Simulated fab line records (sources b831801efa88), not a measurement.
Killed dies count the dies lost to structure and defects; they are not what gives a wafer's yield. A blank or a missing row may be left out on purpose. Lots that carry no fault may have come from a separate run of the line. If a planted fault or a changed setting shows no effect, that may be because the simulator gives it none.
fab line records	flow sky130
[record] lots = 12	wafers = 36	last_day = 50
route steps=708 shown VIA2@509 METAL3@566 VIA3@585 PAD_OPEN@708
lots untouched by any fault: they come from a run of this same line in which no faults occurred
start_h: start of the lot's first displayed wafer, in hours after the record's first day	wait_h: time in hours since the lot's previous step	" same as the row above	L1.1+2: one row covering several wafers at once	- no value, or no start was given	* or withheld: withheld	< > ~ a bound
route shown NAME@n: names a module that has steps shown in the file, with the first one's number in the route	usual: the fault-free wafers' mean and standard deviation	same: alike in all rows	chamber/n: place in a boat	sites: each site's reading	_std_site: the values' standard deviation	_edge_site: mean of outer sites minus mean of inner sites	radius_mm: how far each site lies from the wafer's centre	mask NAME#n: copy n	behind: the last tool/chamber to shape the wafer	hold: cause of the lot's hold/its duration in hours/its outcome	device: names the non-switching transistor (n, p or np)	end of line: the same wafers' tests at the end of the route	a step with no rows: only its recipe	killed: the dies lost at the first sort to structure and to defects; this is not the yield of the wafer	map: a wafer's dies, marking killed ones x, the rest . and places with no die _
set.NAME: the setting as run; set.NAME@STEP: as run at that earlier step	model.NAME: the simulator's own value behind a step, which no gauge read
one table for each step of the route and one row for each wafer, over a sample of lots
services: from which hour (start_h, from the record's first day; less than 0 if before it) a tool's chamber was out of use, for how many hours, and why
[[steps]]
[step SKY_VIA2_CMP_02]
[recipe] material = SiO2	down_force_psi = 4	platen_rpm = 60	pad_velocity_m_s = 0.94248
[usual] motor_current_A = 11.8/1	slurry_flow_ml_min = 150.0/0.46
lot.wafer	tool	chamber	start_h	wait_h	motor_current_A	slurry_flow_ml_min
L926.1	cmp-02	1	818.39	0.1	13.0	150.0
L926.5	"	1	"	"	13.8	150.2
L926.6	"	2	"	"	11.9	149.6
L927.3	cmp-02	3	826.42	0.1	10.7	150.5
L927.2	"	0	"	"	11.4	149.8
L927.4	"	1	"	"	13.9	150.0
L928.3	cmp-02	0	838.43	0.1	11.4	150.1
L928.4	"	1	"	"	13.9	150.2
L928.6	"	2	"	"	12.0	150.0
L931.3	cmp-01	0	856.36	0.1	13.0	150.2
L931.1	"	1	"	"	11.3	150.4
L931.5	"	0	"	"	12.9	149.9
L934.1	cmp-02	3	881.36	0.1	11.4	149.8
L934.2	"	0	"	"	11.5	149.1
L934.4	"	2	"	"	11.9	149.6
L936.3	cmp-01	2	895.68	0.0	10.0	149.0
L936.1	"	3	"	"	11.9	150.5
L936.5	"	2	"	"	11.2	150.1
L937.1	cmp-02	1	904.14	0.1	13.8	150.1
L937.6	"	1	"	"	13.3	150.4
L937.5	"	2	"	"	11.2	149.7
L940.4	cmp-02	3	922.96	0.0	11.3	150.3
L940.6	"	3	"	"	11.2	149.8
L940.5	"	0	"	"	11.0	149.2
L942.3	cmp-02	1	939.26	0.1	14.2	150.7
L942.4	"	2	"	"	11.7	149.6
L942.5	"	0	"	"	12.1	150.0
L945.2	cmp-02	0	962.24	0.1	11.8	150.1
L945.4	"	1	"	"	13.7	150.0
L945.6	"	2	"	"	11.9	149.4
L948.3	cmp-01	3	971.71	0.1	10.9	150.1
L948.1	"	0	"	"	12.6	150.3
L948.5	"	2	"	"	10.7	150.0
L949.2	cmp-01	3	976.86	0.1	11.6	149.3
L949.1	"	0	"	"	13.4	150.1
L949.6	"	2	"	"	10.6	150.4
[step SKY_VIA2_CVD_21]
[recipe] material = W	target_thk_nm = 420	time_s = 126.4	temp_c = 400	pressure_torr = 40
[usual] heater_power_w = 961/150
lot.wafer	tool	chamber	start_h	wait_h	heater_power_w
L926.1	cvd_w-01	1	846.57	0.0	865
L926.5	"	0	"	"	1213
L926.6	"	1	"	"	842
L927.2	cvd_w-01	0	853.97	0.0	1215
L927.3	"	1	"	"	808
L927.4	"	0	"	"	1236
L928.3	cvd_w-02	1	865.40	0.1	900
L928.4	"	0	"	"	914
L928.6	"	1	"	"	878
L931.1	cvd_w-02	0	882.94	0.0	902
L931.3	"	1	"	"	863
L931.5	"	0	"	"	921
L934.1	cvd_w-02	0	907.73	0.0	911
L934.2	"	1	"	"	887
L934.4	"	1	"	"	870
L936.1	cvd_w-01	0	921.05	0.0	1136
L936.3	"	1	"	"	769
L936.5	"	0	"	"	1115
L937.1	cvd_w-02	0	930.11	0.0	917
L937.5	"	0	"	"	895
L937.6	"	1	"	"	864
L940.4	cvd_w-02	1	948.45	0.1	892
L940.5	"	0	"	"	922
L940.6	"	1	"	"	896
L942.3	cvd_w-01	0	964.95	0.1	1172
L942.4	"	1	"	"	756
L942.5	"	0	"	"	1140
L945.2	cvd_w-02	1	986.99	0.0	885
L945.4	"	1	"	"	886
L945.6	"	1	"	"	896
L948.1	cvd_w-01	0	996.41	0.0	1133
L948.3	"	0	"	"	1129
L948.5	"	0	"	"	1117
L949.1	cvd_w-01	1	1001.04	0.0	773
L949.2	"	0	"	"	1124
L949.6	"	0	"	"	1134
[step SKY_METAL3_ETCH_16]
[recipe] chemistry = N2/H2	target = BARC	ion_energy_ev = 200	bias_w = 100	pressure_mtorr = 30	n2_flow_sccm = 100	h2_flow_sccm = 200	icp_w = 500	stop_on = SiO2	time_s = 88.2	target_depth_a = 600
[usual] drypump_motor_current_A = 6.0/0.46	h2_flow_sccm = 199.9/0.59	oes_product_au = 0.625/0.0042	rf_fwd_power_W = 496.8/1.8	throttle_valve_pct = 13.204/0.0082
lot.wafer	tool	chamber	start_h	wait_h	drypump_motor_current_A	h2_flow_sccm	oes_product_au	rf_fwd_power_W	rf_hours_counter_h	throttle_valve_pct
L926.1	rie_metal-01	1	900.03	0.0	5.8	199.4	0.624	496.5	1	13.189
L926.5	"	1	"	"	5.7	199.4	0.622	495.9	-	13.196
L926.6	"	0	"	"	4.9	200.2	0.628	498.6	-	13.198
L927.2	rie_metal-03	1	906.28	0.0	6.2	200.0	0.626	498.4	10	13.202
L927.3	"	0	"	"	5.7	197.8	0.620	496.3	-	13.198
L927.4	"	1	"	"	6.2	199.6	0.626	501.1	-	13.210
L928.3	rie_metal-04	0	917.40	0.0	6.5	200.3	0.625	495.3	-	13.209
L928.4	"	1	"	"	6.0	199.9	0.620	498.1	-	13.202
L928.6	"	0	"	"	6.5	200.4	0.625	495.8	-	13.197
L931.1	rie_metal-01	0	934.39	0.0	5.0	200.7	0.624	496.6	10	13.205
L931.3	"	0	"	"	4.9	200.5	0.620	498.1	-	13.190
L931.5	"	0	"	"	5.0	199.9	0.633	496.8	-	13.197
L934.1	rie_metal-03	1	959.22	0.0	6.2	200.1	0.628	498.1	13	13.196
L934.2	"	0	"	"	5.7	200.0	0.619	497.1	10	13.203
L934.4	"	1	"	"	6.2	199.3	0.620	496.1	-	13.205
L936.1	rie_metal-04	0	970.88	0.0	6.5	200.6	0.624	574.9	4	13.202
L936.3	"	0	"	"	6.5	200.6	0.626	572.9	-	13.194
L936.5	"	0	"	"	6.5	200.4	0.623	574.6	-	13.208
L937.1	rie_metal-04	1	980.78	0.0	6.0	199.6	0.625	578.6	11	13.188
L937.5	"	1	"	"	6.0	199.5	0.615	577.5	-	13.206
L937.6	"	0	"	"	6.5	199.3	0.626	577.2	-	13.211
L940.4	rie_metal-03	0	996.62	0.0	5.8	200.2	0.626	498.5	-	13.209
L940.5	"	0	"	"	5.8	199.8	0.620	497.3	-	13.209
L940.6	"	1	"	"	6.2	199.3	0.638	501.1	-	13.199
L942.3	rie_metal-03	0	1012.88	0.0	5.7	200.9	0.624	499.3	-	13.214
L942.4	"	1	"	"	6.2	199.7	0.619	498.6	-	13.221
L942.5	"	1	"	"	6.2	199.3	0.625	497.0	-	13.196
L945.2	rie_metal-01	1	1034.69	0.0	5.7	201.3	0.627	494.9	9	13.204
L945.4	"	0	"	"	4.9	199.9	0.636	494.1	-	13.200
L945.6	"	0	"	"	5.0	199.7	0.621	497.7	-	13.203
L948.1	rie_metal-04	1	1044.18	0.0	6.0	200.0	0.626	495.5	15	13.203
L948.3	"	0	"	"	6.5	199.4	0.621	497.4	-	13.205
L948.5	"	1	"	"	6.0	200.6	0.626	497.4	-	13.213
L949.1	rie_metal-04	1	1048.27	0.0	6.0	200.7	0.632	499.5	15	13.195
L949.2	"	0	"	"	6.5	200.3	0.626	494.7	8	13.204
L949.6	"	1	"	"	6.0	200.3	0.632	497.8	-	13.218
[step SKY_VIA3_CD_MEAS_12]
[recipe] target_cd_nm = 200
[usual] cd_nm = 200.3/1.6
lot.wafer	tool	chamber	start_h	wait_h	cd_nm
L926.1	cd_sem-02	-	926.64	-	201.8
L926.5	"	-	"	"	202.4
L926.6	"	-	"	"	201.5
L927.2	cd_sem-01	-	932.26	-	198.5
L927.3	"	-	"	"	197.8
L927.4	"	-	"	"	199.6
L928.3	cd_sem-01	-	943.78	-	199.8
L928.4	"	-	"	"	199.9
L928.6	"	-	"	"	201.3
L931.1	cd_sem-01	-	960.59	-	199.2
L931.3	"	-	"	"	197.3
L931.5	"	-	"	"	198.9
L934.1	cd_sem-01	-	984.69	-	202.1
L934.2	"	-	"	"	201.9
L934.4	"	-	"	"	200.4
L936.1	cd_sem-01	-	995.74	-	200.0
L936.3	"	-	"	"	198.8
L936.5	"	-	"	"	199.0
L937.1	cd_sem-01	-	1005.36	-	198.7
L937.5	"	-	"	"	199.0
L937.6	"	-	"	"	199.4
L940.4	cd_sem-02	-	1022.20	-	200.4
L940.5	"	-	"	"	201.7
L940.6	"	-	"	"	201.5
L942.3	cd_sem-01	-	1037.73	-	202.3
L942.4	"	-	"	"	201.8
L942.5	"	-	"	"	202.1
L945.2	cd_sem-02	-	1057.68	-	200.8
L945.4	"	-	"	"	201.1
L945.6	"	-	"	"	200.5
L948.1	cd_sem-01	-	1067.01	-	199.2
L948.3	"	-	"	"	198.5
L948.5	"	-	"	"	198.6
L949.1	cd_sem-02	-	1070.59	-	200.6
L949.2	"	-	"	"	199.8
L949.6	"	-	"	"	200.9
[step SKY_PAD_OPEN_PROBE_99]
[usual] defect_limited_yield = 82.4/1.9	killed_at_M0_to_M3 = 43/7.5	killed_at_M4_up = 3.3/1.9	killed_at_contacts = 24/4.6	killed_at_front_end = 16/4.9	killed_at_other = 0.2/0.46	killed_dies = 87/9.1	killed_open = 47/7.4	killed_short = 39/6.6	sort_bin_3_pad_short = 0.9/0.43	sort_bin_5_function = 10.3/1.4	sort_bin_6_memory = 6.4/1.1	sort_n_pass = 405/9.1	sort_yield_pct = 82.4/1.9
[same] gross_dies = 492	killed_at_back_side = 0	sort_bin_4_leakage[%] = 0	sort_bin_8_speed[%] = 0
lot.wafer	tool	chamber	start_h	wait_h	defect_limited_yield[%]	killed_at_M0_to_M3	killed_at_M4_up	killed_at_contacts	killed_at_front_end	killed_at_other	killed_dies	killed_open	killed_short	sort_bin_3_pad_short[%]	sort_bin_5_function[%]	sort_bin_6_memory[%]	sort_n_pass	sort_yield_pct[%]
L934.1	prober-02	-	1122.55	0.1	81.7	39	9	24	18	0	90	48	42	1.0	11.4	5.9	402	81.7
L934.2	prober-02	-	1122.60	0.1	81.5	41	5	27	18	0	91	55	36	1.0	11.4	6.1	401	81.5
L934.4	prober-02	-	1122.70	0.2	80.3	43	3	26	25	0	97	55	41	1.0	11.2	7.5	395	80.3
L936.1	prober-02	-	1132.51	0.1	82.3	46	2	24	15	0	87	52	34	0.8	10.2	6.7	405	82.3
L936.3	prober-02	-	1132.61	0.2	79.9	49	2	22	26	0	99	53	46	0.6	11.4	8.1	393	79.9
L936.5	prober-02	-	1132.71	0.2	80.3	53	3	26	14	1	97	47	50	1.0	11.8	6.9	395	80.3
L937.5	prober-01	-	1140.72	0.2	83.7	39	5	21	15	0	80	36	44	0.6	10.0	5.7	412	83.7
L937.6	prober-01	-	1140.77	0.2	82.5	32	1	33	20	0	86	45	40	1.0	10.0	6.5	406	82.5
L940.4	prober-02	-	1153.52	0.2	84.3	36	3	23	14	1	77	41	36	0.6	10.6	4.5	415	84.3
L940.5	prober-02	-	1153.57	0.2	79.9	40	4	23	32	0	99	50	49	1.0	13.2	5.9	393	79.9
L940.6	prober-02	-	1153.62	0.2	83.1	30	5	35	13	0	83	53	30	0.6	8.3	7.9	409	83.1
// killed by level:class
L934.1 VIA1:geometric_particle:open=8 CONTACT:geometric_particle:open=8 POLY_GATE:geometric_particle:open=6 LI_CONTACT:geometric_particle:short=6 METAL2:geometric_particle:short=6 METAL4:geometric_particle:short=6 FIELD_ISO:geometric_particle:open=5 LI_CONTACT:geometric_particle:open=5
L934.2 CONTACT:geometric_particle:open=12 VIA1:geometric_particle:open=8 VIA3:geometric_particle:open=8 LI_CONTACT:geometric_particle:open=7 FIELD_ISO:geometric_particle:short=6 POLY_GATE:geometric_particle:open=6 VIA1:geometric_particle:short=6 METAL2:geometric_particle:short=5
L934.4 METAL1:geometric_particle:short=10 CONTACT:geometric_particle:open=8 VIA1:geometric_particle:open=8 CONTACT:geometric_particle:short=7 FIELD_ISO:geometric_particle:open=6 POLY_GATE:geometric_particle:open=5 SPACER:geometric_particle:open=5 LI_CONTACT:geometric_particle:open=5
L936.1 CONTACT:geometric_particle:open=12 VIA1:geometric_particle:open=10 VIA3:geometric_particle:open=8 VIA3:geometric_particle:short=6 FIELD_ISO:geometric_particle:open=5 VIA2:geometric_particle:open=5 LOCAL_INTERCONNECT:geometric_particle:short=4 METAL1:geometric_particle:short=4
L936.3 VIA1:geometric_particle:open=12 FIELD_ISO:geometric_particle:short=8 VIA1:geometric_particle:short=8 CONTACT:geometric_particle:open=8 VIA2:geometric_particle:open=7 VIA2:geometric_particle:short=7 VIA3:geometric_particle:open=7 CONTACT:geometric_particle:short=6
L936.5 METAL1:geometric_particle:short=11 VIA3:geometric_particle:open=11 VIA1:geometric_particle:open=8 CONTACT:geometric_particle:open=7 LI_CONTACT:geometric_particle:open=7 LOCAL_INTERCONNECT:geometric_particle:short=6 VIA1:geometric_particle:short=6 FIELD_ISO:geometric_particle:open=4
L937.5 VIA1:geometric_particle:open=10 LI_CONTACT:geometric_particle:open=7 CONTACT:geometric_particle:short=7 VIA3:geometric_particle:open=6 METAL1:geometric_particle:short=5 VIA1:geometric_particle:short=5 FIELD_ISO:geometric_particle:short=4 METAL4:geometric_particle:short=4
L937.6 CONTACT:geometric_particle:open=12 LI_CONTACT:geometric_particle:open=10 VIA1:geometric_particle:open=9 CONTACT:geometric_particle:short=6 FIELD_ISO:geometric_particle:short=5 POLY_GATE:geometric_particle:short=4 METAL2:geometric_particle:short=4 VIA3:geometric_particle:short=4
L940.4 VIA1:geometric_particle:open=12 CONTACT:geometric_particle:open=8 CONTACT:geometric_particle:short=7 METAL2:geometric_particle:short=6 LI_CONTACT:geometric_particle:open=4 VIA3:geometric_particle:short=4 FIELD_ISO:geometric_particle:open=3 POLY_GATE:geometric_particle:open=3
L940.5 CONTACT:geometric_particle:open=10 POLY_GATE:geometric_particle:short=9 VIA2:geometric_particle:open=8 VIA1:geometric_particle:open=8 FIELD_ISO:geometric_particle:short=7 VIA1:geometric_particle:short=7 POLY_GATE:geometric_particle:open=6 LI_CONTACT:geometric_particle:open=6
L940.6 CONTACT:geometric_particle:open=10 VIA2:geometric_particle:open=9 LI_CONTACT:geometric_particle:open=9 CONTACT:geometric_particle:short=8 VIA1:geometric_particle:open=6 POLY_GATE:geometric_particle:open=5 LOCAL_INTERCONNECT:geometric_particle:short=5 VIA3:geometric_particle:open=5
[[services]]
tool	chamber	start_h	hours	kind
rie_metal-04	-	800.55	0.3	repair
cvd_w-01	-	810.97	1.3	repair
cvd_w-01	-	827.34	2.8	pm
cmp-02	-	831.55	1.7	repair
cmp-02	-	847.95	4.2	pm
cmp-01	-	850.42	2.6	repair
cvd_w-02	-	879.38	1.3	repair
rie_metal-04	0	893.01	4.3	repair
cvd_w-01	-	904.00	14.0	pm
cmp-01	-	907.23	0.8	repair
cmp-01	-	912.00	4.0	pm
rie_metal-04	-	928.31	0.4	repair
cvd_w-01	-	932.89	1.1	repair
cvd_w-01	-	933.77	0.4	repair
cvd_w-02	-	934.27	6.9	pm
rie_metal-04	1	953.63	8.5	repair
cvd_w-02	0	980.27	5.6	repair
cvd_w-01	1	981.33	9.6	repair
cmp-02	-	987.43	0.3	repair
cmp-01	-	989.73	1.1	repair
rie_metal-04	-	1006.17	2.8	pm
cvd_w-01	-	1016.25	6.9	pm
cmp-02	-	1018.07	1.2	repair
cmp-02	-	1022.31	6.0	repair
[[key]]
[first_sign] step = SKY_METAL3_ETCH_16	reading = rf_fwd_power_W	direction = up	sigmas = 45	usual = 496.8	struck = 575.9
effect none on later readings
met_at SKY_METAL3_ETCH_16
struck_lots L936,L937
not_acting_at SKY_VIA2_CMP_02,SKY_VIA2_CVD_21,SKY_VIA3_CD_MEAS_12
onset_between 917.40 970.88
[fault] kind = process_parameter_drift	tool = rie_metal-04	chamber = -	onset_h = 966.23	steps = SKY_METAL3_ETCH_16	channel = icp_w	offset = 80	shape = step	end_h = 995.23	acts_in = these_recipes_only	stated = 500
